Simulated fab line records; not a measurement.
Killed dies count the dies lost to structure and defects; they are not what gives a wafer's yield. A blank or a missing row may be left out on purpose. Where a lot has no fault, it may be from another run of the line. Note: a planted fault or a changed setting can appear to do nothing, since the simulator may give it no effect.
One fault through the eyes of 2 desks | flow sky130 | every desk sees just its own numbers, and what lay behind them comes last

== TOOL OWNER'S DESK, plasma_asher-04 ==
The tool's own readings at SKY_LDD_N_STRIP_16 (strips in O2/N2): means of the sampled wafers that have a number, for each lot that ran on this tool. Marked OUT: a lot whose mean sits more than 4 standard deviations from the usual mean, which makes it out of limits; the brackets give that distance.
Columns: A = drypump_motor_current_A at SKY_LDD_N_STRIP_16, usual 5.8 A; B = oes_product_au at SKY_LDD_N_STRIP_16, usual 0.406 a.u.; C = strip_time_to_endpoint_s at SKY_LDD_N_STRIP_16, usual 4.317 s
lot  | first seen here | A   | B     | C
L530 | day 18 13:59    | 5.8 | 0.410 | 4.324
L534 | day 20 01:53    | 6.0 | 0.405 | 4.300
L533 | day 20 06:53    | 5.8 | 0.408 | 4.311
L542 | day 23 04:08    | 5.8 | 0.403 | 4.301
Finding of this desk: none of the 4 lots has anything out of limits.

== AT THE METROLOGY DESK ==
What the gauges read, lot by lot, whatever tool the lot ran on: means of the sampled wafers that have a number. Marked OUT: a lot whose mean sits more than 4 standard deviations from the usual mean, which makes it out of limits; the brackets give that distance.
Columns: A = SONOS_ONO_OVL at SKY_SONOS_ONO_OVL_MEAS_14, usual -0.5 nm; B = POLY_GATE_CVD_00_THK at SKY_POLY_GATE_THK_MEAS_01, usual 180.5 nm; C = LDD_LDN_OVL at SKY_LDD_LDN_OVL_MEAS_07, usual 1.1 nm
lot  | first seen here | A    | B     | C
L528 | day 12 16:47    | -0.2 | 179.7 | 2.0
L530 | day 13 12:36    | 0.3  | 181.0 | 1.1
L534 | day 14 18:11    | -0.6 | 182.5 | -0.6
L533 | day 14 19:05    | -1.1 | 181.3 | -0.6
L539 | day 16 06:14    | -0.8 | 182.3 | -1.2
L542 | day 17 14:35    | -1.7 | 178.9 | 0.0
L544 | day 18 08:56    | -0.3 | 178.4 | 2.1
L545 | day 18 12:56    | -0.9 | 179.8 | 1.0
L546 | day 18 23:36    | -1.2 | 182.3 | 0.9
L547 | day 19 13:35    | -0.1 | 179.6 | 2.9
L548 | day 19 23:14    | 1.3  | 181.7 | 0.6
L549 | day 20 04:17    | -1.5 | 181.4 | 1.5
L550 | day 20 13:53    | -0.8 | 181.7 | 1.4
Finding of this desk: none of the 13 lots has anything out of limits.

== BROUGHT TOGETHER ==
The desk of the tool owner found nothing out of limits.
At the metrology desk, nothing out of limits was observed.

== WHAT THE SIMULATOR PUT IN ==
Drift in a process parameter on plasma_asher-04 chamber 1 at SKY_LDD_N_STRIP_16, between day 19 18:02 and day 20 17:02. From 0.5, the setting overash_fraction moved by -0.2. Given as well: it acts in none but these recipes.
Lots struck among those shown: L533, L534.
